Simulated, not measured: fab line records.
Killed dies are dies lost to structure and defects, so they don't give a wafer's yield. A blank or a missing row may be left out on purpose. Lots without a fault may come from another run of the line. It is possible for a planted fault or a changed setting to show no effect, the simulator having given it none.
A lot that was struck, set against a sound lot / flow sfq-line / 14 steps out of a route of 325
Sound: wafers L632.1, L632.3, L632.5. The struck wafers were L645.2, L645.3, L645.4. The cause is named last.
Each step with rows lists, per side, the tool, then ch with its chambers, then its first start. Under that, the readings that differ: sound wafers / struck wafers / difference of the means / sigmas: that difference in standard deviations of wafers without a fault.
alike: same words and numbers on both sides, and readings whose means sit less than 2 such deviations apart. not compared: any withheld reading, any reading some wafer has no value for, any bound like >300 that may hide the same value, and any number with overlapping values for which the record gives no deviation.
A row with sigmas, a row that says differs or no value, or rows on one side alone: a step with any of these is where the two part. When numbers do not overlap yet have no deviation, they are printed without sigmas and do not part them. Lack of a reading on every wafer of one side parts them only where that side has two or more wafers.

SFQ_TRILAYER_I1_DEP_PECVD_045: deposits SiO2 from SiH4/N2O, time 111.11 s, target thk 500 nm.
  sound on pecvd-01 ch 0,2, day 13 13:11; struck on pecvd-04 ch 0,2, day 17 14:12
  alike: heater-power-w, throttle-valve-pct
SFQ_TRILAYER_I1_CMP_CMP_046: polishes SiO2.
  sound on cmp-02 ch 0,3, day 13 19:04; struck on cmp-01 ch 1,2,3, day 17 16:22
  alike: motor-current-A, time-to-endpoint-s
SFQ_I1_BOW_MEAS_912:
  sound: film-metro-02 at day 13 22:04; struck: film-metro-03 at day 17 19:23
  alike: I1_BOW
SFQ_TRILAYER_I1_METRO_MEASURE_047:
  sound: film-metro-02 at day 13 22:11; struck: film-metro-03 at day 17 19:41
  alike: thk-nm
then, 6 steps without rows for these wafers: SFQ_TRILAYER_I1_VIA_LITHO_COAT_054 (resist thk 62 nm); SFQ_TRILAYER_I1_VIA_LITHO_COAT_049 (resist thk 650 nm); SFQ_TRILAYER_I1_VIA_LITHO_SOFTBAKE_053; SFQ_TRILAYER_I1_VIA_LITHO_EXPOSE_050 (exposes mask I1, target cd 500 nm); SFQ_TRILAYER_I1_VIA_LITHO_PEB_052 (peb time 60 s); SFQ_TRILAYER_I1_VIA_LITHO_DEVELOP_051 (time 60 s).
-- the record jumps here: 5 days lie between the struck wafers' starts before and after --
SFQ_I1_OVL_MEAS_913:
  sound: overlay-01 at day 18 01:20; struck: overlay-02 at day 22 22:07
reading=I1_OVL (nm); sound=5 11 1; struck=-12 1 -11; difference=-13; sigmas=-2
SFQ_TRILAYER_I1_VIA_BARC_OPEN_VIA_ETCH_071: etches BARC in O2, target depth 125 nm, time 41.7 s.
  sound on rie-diel-02 ch 1,2, day 18 01:22; struck on rie-diel-02 ch 0,1,3, day 22 22:08
  alike: drypump-motor-current-A, oes-product-au, rf-fwd-power-W
  not compared: rf-hours-counter-h
SFQ_TRILAYER_I1_VIA_ETCH_VIA_ETCH_052: etches SiO2 in CHF3, stops on Nb, target depth 260 nm.
  sound on rie-diel-02 ch 1,2, day 18 01:25; struck on rie-diel-02 ch 0,1,3, day 22 22:11
reading=rf-fwd-power-W (W); sound=500.1 500.4 498.8; struck=415.8 415.6 416.8; difference=-83.7; sigmas=-49
  alike: drypump-motor-current-A, oes-product-au
SFQ_TRILAYER_I1_VIA_STRIP_STRIP_053: strips in O2.
  sound on rie-metal-04 ch 0,1, day 18 01:35; struck on rie-metal-01 ch 0,1, day 22 22:17
  alike: drypump-motor-current-A, oes-product-au
  not compared: rf-hours-counter-h

## WHERE THEY PART
First at SFQ_I1_OVL_MEAS_913; last, within this record, at SFQ_TRILAYER_I1_VIA_ETCH_VIA_ETCH_052. Later steps at which nothing parts them and some readings are alike: SFQ_TRILAYER_I1_VIA_STRIP_STRIP_053.

WHY: what the simulator had put in
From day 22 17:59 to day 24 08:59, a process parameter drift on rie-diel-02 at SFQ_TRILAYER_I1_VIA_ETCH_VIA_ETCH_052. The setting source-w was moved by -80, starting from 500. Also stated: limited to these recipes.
